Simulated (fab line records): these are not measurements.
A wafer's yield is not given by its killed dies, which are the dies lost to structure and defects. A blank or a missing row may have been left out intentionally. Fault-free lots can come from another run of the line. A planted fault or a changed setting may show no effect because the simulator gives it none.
Which tool was responsible? + flow sfq_line + 21 wafers from 7 lots sampled at 4 of the route's 325 steps

WHAT EACH GAUGE READ, for each wafer
SFQ_M3_OVL_MEAS_921.
| lot  | measured     | on         | M3_OVL (nm) |
|------|--------------|------------|-------------|
| L599 | day 44 17:11 | overlay-02 | - - -       |
| L601 | day 45 07:35 | overlay-01 | 4 3 10      |
| L607 | day 46 04:36 | overlay-02 | 0 -4 1      |
| L609 | day 46 10:35 | overlay-01 | 0 0 -5      |
| L611 | day 46 17:47 | overlay-01 | 1 -3 -2     |
| L613 | day 51 22:02 | overlay-02 | -6 -12 -10  |
| L617 | day 52 18:59 | overlay-01 | -6 -5 -1    |

WHICH TOOL RAN EACH LOT (tool, then ch and the chambers of the sampled wafers, then the start)
| lot  | SFQ_TRILAYER_L0_BARC_OPEN_METAL_ETCH_010 | SFQ_TRILAYER_M0_STRIP_STRIP_025   | SFQ_TRILAYER_M1_LITHO_EXPOSE_040  |
|------|------------------------------------------|-----------------------------------|-----------------------------------|
| L599 | rie_metal-03 ch 0,1, day 6 05:12         | rie_metal-04 ch 1, day 13 23:59   | krf_scanner-02, day 25 03:55      |
| L601 | rie_metal-03 ch 0,1, day 6 13:44         | rie_metal-04 ch 0,1, day 14 11:49 | krf_scanner-02 ch 0, day 26 13:31 |
| L607 | rie_metal-04 ch 0,1, day 7 17:20         | rie_metal-02 ch 0,1, day 16 05:22 | krf_scanner-02 ch 0, day 28 18:59 |
| L609 | rie_metal-04 ch 0,1, day 8 04:08         | rie_metal-04 ch 0,1, day 16 15:05 | krf_scanner-02 ch 0, day 29 01:11 |
| L611 | rie_metal-02 ch 0,1, day 8 19:27         | rie_metal-02 ch 0,1, day 17 04:17 | krf_scanner-01 ch 0, day 29 21:45 |
| L613 | rie_metal-02 ch 0,1, day 9 07:28         | rie_metal-02 ch 1, day 17 17:59   | krf_scanner-01 ch 0, day 30 22:28 |
| L617 | rie_metal-04 ch 0,1, day 9 12:16         | rie_metal-04 ch 0,1, day 17 23:37 | krf_scanner-01 ch 0, day 31 11:28 |
- SFQ_TRILAYER_L0_BARC_OPEN_METAL_ETCH_010: etches BARC in O2, target depth 125 nm, time 41.7 s.
- SFQ_TRILAYER_M0_STRIP_STRIP_025: strips in O2.
- SFQ_TRILAYER_M1_LITHO_EXPOSE_040: exposes mask M1, target cd 500 nm.

THE ANSWER, worked out from the rows above alone
Rule: what is usual is taken from the lots themselves. The widest of any qualifying gaps counts: lots, ordered by their means at a reading, are off when they make up no more than a third of the lots, leave a main group of 4 or more, and stand apart from it by 3 or more times the standard deviation of that group's means. A main group whose means are all the same, to the digits that the tables above print for the reading, isn't used. Also off: a lot with no number at a reading for which 4 or more lots have one. Where the step has rows for the other lots, those lots are counted as sound.
Off: L599, seen at SFQ_M3_OVL_MEAS_921 (M3_OVL). Without a number there: L599. Main group: mean -2 nm, sd 4.4.
A tool fits if, at a process step before that reading, it ran every lot that is off, and no sound lot after the first of them. The gauges at SFQ_M3_OVL_MEAS_921 are tried like those tools. Not one of the candidates tried fits.

WHAT WAS PUT IN BY THE SIMULATOR
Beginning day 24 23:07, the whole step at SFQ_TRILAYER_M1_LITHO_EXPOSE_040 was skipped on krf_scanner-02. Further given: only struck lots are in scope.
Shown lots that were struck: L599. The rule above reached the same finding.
